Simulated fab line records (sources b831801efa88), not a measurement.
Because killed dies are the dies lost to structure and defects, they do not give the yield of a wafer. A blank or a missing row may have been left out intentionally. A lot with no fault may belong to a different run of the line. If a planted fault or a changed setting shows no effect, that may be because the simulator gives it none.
2 desks, one fault || flow gf180mcu || every desk sees just its own numbers, and what lay behind them comes last

== THE METROLOGY DESK ==
What the gauges read for every lot (on any tool): the sampled wafers with a number, averaged. Marked OUT: a lot whose mean sits more than 4 standard deviations from the usual mean, which makes it out of limits; the brackets give that distance.
Columns: A = VT_IMPLANT_TW at GF_VT_IMPLANT_TW_MEAS_10, usual 564; B = VT_IMPLANT_01_OVL at GF_VT_IMPLANT_OVL_MEAS_18, usual 0.9 nm
{"lot": "L193", "first seen here": "day 5 14:41", "A": 569, "B": -0.1}
{"lot": "L194", "first seen here": "day 6 01:27", "A": 573, "B": 0.5}
{"lot": "L195", "first seen here": "day 6 05:58", "A": 571, "B": 0.0}
{"lot": "L196", "first seen here": "day 6 10:20", "A": 550, "B": 2.0}
{"lot": "L198", "first seen here": "day 7 01:26", "A": 550, "B": 2.2}
{"lot": "L199", "first seen here": "day 7 05:07", "A": 569, "B": 2.2}
{"lot": "L201", "first seen here": "day 7 16:49", "A": 570, "B": 1.6}
{"lot": "L205", "first seen here": "day 8 15:27", "A": 573, "B": 1.0}
{"lot": "L206", "first seen here": "day 8 18:41", "A": 557, "B": 0.8}
{"lot": "L207", "first seen here": "day 9 06:24", "A": 556, "B": 0.5}
{"lot": "L210", "first seen here": "day 10 00:23", "A": 556, "B": -0.3}
{"lot": "L212", "first seen here": "day 10 10:00", "A": 571, "B": 0.9}
{"lot": "L214", "first seen here": "day 10 22:52", "A": 555, "B": 0.8}
{"lot": "L216", "first seen here": "day 11 09:43", "A": 574, "B": 0.3}
This desk's verdict: no lot among the 14 shows anything out of limits.

== TOOL OWNER'S DESK, litho-track-02 ==
The tool's own readings at GF_PSD_DEVELOP_06 (develop time 60 s): means of the sampled wafers that have a number, for each lot that ran on this tool. Marked OUT: a lot whose mean sits more than 4 standard deviations from the usual mean, which makes it out of limits; the brackets give that distance.
Columns: A = developer-temp-C at GF_PSD_DEVELOP_06, usual 23.01 C
{"lot": "L196", "first seen here": "day 15 07:46", "A": 23.00}
{"lot": "L195", "first seen here": "day 15 10:28", "A": 23.11}
{"lot": "L199", "first seen here": "day 16 10:19", "A": 23.17}
{"lot": "L201", "first seen here": "day 17 01:09", "A": 22.88}
{"lot": "L210", "first seen here": "day 20 02:27", "A": 22.93}
{"lot": "L212", "first seen here": "day 20 17:59", "A": "22.42 (-5.4) OUT"}
{"lot": "L214", "first seen here": "day 21 07:56", "A": "22.31 (-6.4) OUT"}
This desk's verdict: out of limits on L212, L214, starting with L212 at day 20 17:59 (developer-temp-C at GF_PSD_DEVELOP_06). L196, L195, L199, L201, L210: within limits.

== BROUGHT TOGETHER ==
The tool owner's desk could have raised an alarm at day 20 17:59, on L212, L214.
Metrology desk: nothing out of limits seen.
The metrology desk has L212, L214 on record, within its limits.
On litho-track-02, each named lot ran GF_PSD_DEVELOP_06.

== WHAT THE SIMULATOR PUT IN ==
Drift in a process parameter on litho-track-02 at GF_PSD_DEVELOP_06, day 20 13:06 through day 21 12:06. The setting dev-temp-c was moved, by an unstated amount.
Shown lots that were struck: L212, L214.
How many hours passed from the start of the fault until each desk's first out-of-limits reading: the tool owner's desk, 5.
